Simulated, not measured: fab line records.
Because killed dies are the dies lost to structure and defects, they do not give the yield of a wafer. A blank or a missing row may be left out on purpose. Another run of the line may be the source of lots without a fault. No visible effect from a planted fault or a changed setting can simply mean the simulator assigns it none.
A lot that was struck, set against a sound lot	flow sky130	16 steps out of a route of 708
Sound: the wafers L859.1, L859.2, L859.5. Struck: wafers L846.2, L846.5. (L846.3 of the same lot was not struck and is left out.) The cause comes at the end.
For every step that has rows: the tool of each side, followed by ch and its chambers, followed by its first start. Under that, the readings that differ: sound wafers	struck wafers	difference of the means	sigmas: that difference in standard deviations of wafers without a fault.
alike: readings with means less than 2 such deviations apart, plus words and numbers identical on both sides. not compared: withheld readings, readings lacking a value on some wafer, bounds such as >300 that could conceal the same value, and numbers that have no deviation in the record and whose values overlap.
Wherever a step has rows on one side only, a row that says differs or no value, or a row with sigmas, the two part there. Numbers that don't overlap but have no deviation are shown without sigmas and don't part them. Lack of a reading on every wafer of one side parts them only where that side has two or more wafers.

first, 2 steps without rows for these wafers: SKY_LOCAL_INTERCONNECT_PEB_09; SKY_LOCAL_INTERCONNECT_DEVELOP_10 (develop time 60 s).
SKY_LOCAL_INTERCONNECT_CD_MEAS_11 targets a cd of 170 nm.
  struck on cd sem-01, day 31 13:47; sound on cd sem-01, day 35 23:02
  alike: cd nm
SKY_LOCAL_INTERCONNECT_OVL_MEAS_12:
  struck on overlay-02, day 31 13:54; sound on overlay-02, day 35 23:09
  alike: LOCAL_INTERCONNECT_OVL
SKY_LOCAL_INTERCONNECT_ETCH_13: etches BARC in N2/H2, stops on SiO2, time 45.9 s, target depth 60 nm.
  sound on rie metal-01 ch 0,1, day 35 23:11; struck on rie metal-03 ch 0, day 31 13:57
  alike: drypump motor current A, oes product au, throttle valve pct
  not compared: rf hours counter h
SKY_LOCAL_INTERCONNECT_METAL_ETCH_14: etches TiN in Cl2/BCl3, stops on PSG, target depth 110 nm, time 31.4 s.
  sound on rie metal-01 ch 0,1, day 35 23:16; struck on rie metal-03 ch 0, day 31 14:04
  alike: drypump motor current A, oes product au, throttle valve pct
  not compared: rf hours counter h
SKY_LOCAL_INTERCONNECT_STRIP_15: strips in O2/N2.
  sound on plasma asher-01 ch 0,1, day 35 23:20; struck on plasma asher-03 ch 0,1, day 31 14:10
reading	sound	struck	difference	sigmas
strip time to endpoint s (s)	4.773 4.708 4.744	4.680 4.704	-0.050	-2
  alike: drypump motor current A, oes product au
  not compared: rf hours counter h
then, 3 steps without rows for these wafers: SKY_LOCAL_INTERCONNECT_STRIP_16 (strips in post etch residue remover, time 1200 s); SKY_LOCAL_INTERCONNECT_CLEAN_17 (cleans in IPA, time 180 s); SKY_LOCAL_INTERCONNECT_CLEAN_18 (cleans in O3/DIW).
SKY_CONTACT_CVD_00: deposits Si3N4, target thk 75 nm.
  sound on pecvd-04 ch 0,2, day 35 23:56; struck on pecvd-04 ch 1, day 31 14:49
  alike: heater power w
SKY_CONTACT_THK_MEAS_01:
  struck on film metro-01, day 31 14:51; sound on film metro-04, day 35 23:58
  alike: CONTACT_CVD_00_THK
SKY_CONTACT_HDPCVD_02: deposits SiO2, target thk 565 nm, time 94.2 s.
  sound on hdpcvd-02 ch 0,1, day 36 00:02; struck on hdpcvd-02 ch 2, day 31 14:54
reading	sound	struck	difference	sigmas
run length s (s)	122.6 122.2 121.9	104.8 104.2	-17.7	-51
model.SiO2_of_CONTACT_HDPCVD_02.thk nm (nm)	569 563.2 565.5	454.6 455.5	-110.8	
SKY_CONTACT_THK_MEAS_03:
  struck on film metro-04, day 31 15:17; sound on film metro-01, day 36 00:06
reading	sound	struck	difference	sigmas
CONTACT_HDPCVD_THK (nm)	569 563 565	454 456	-111	-21
  not compared: hold
SKY_CONTACT_CMP_04: polishes SiO2.
  sound on cmp-02 ch 0,1,3, day 36 00:10; struck on cmp-02 ch 1,2, day 31 17:20
reading	sound	struck	difference	sigmas
hold	- - -	await dispo/1.9h/release await dispo/1.9h/release	no value on the sound wafers	
time to endpoint s (s)	83 81 76	45 42	-36	-9
  alike: motor current A
SKY_CONTACT_BOW_MEAS_05:
  struck on film metro-01, day 31 17:46; sound on film metro-04, day 36 00:28
  alike: CONTACT_BOW

## WHERE THEY PART
Earliest at SKY_LOCAL_INTERCONNECT_STRIP_15; latest, in this record, at SKY_CONTACT_CMP_04. Later steps at which nothing parts them and some readings are alike: SKY_CONTACT_BOW_MEAS_05.

WHY: the cause the simulator had injected
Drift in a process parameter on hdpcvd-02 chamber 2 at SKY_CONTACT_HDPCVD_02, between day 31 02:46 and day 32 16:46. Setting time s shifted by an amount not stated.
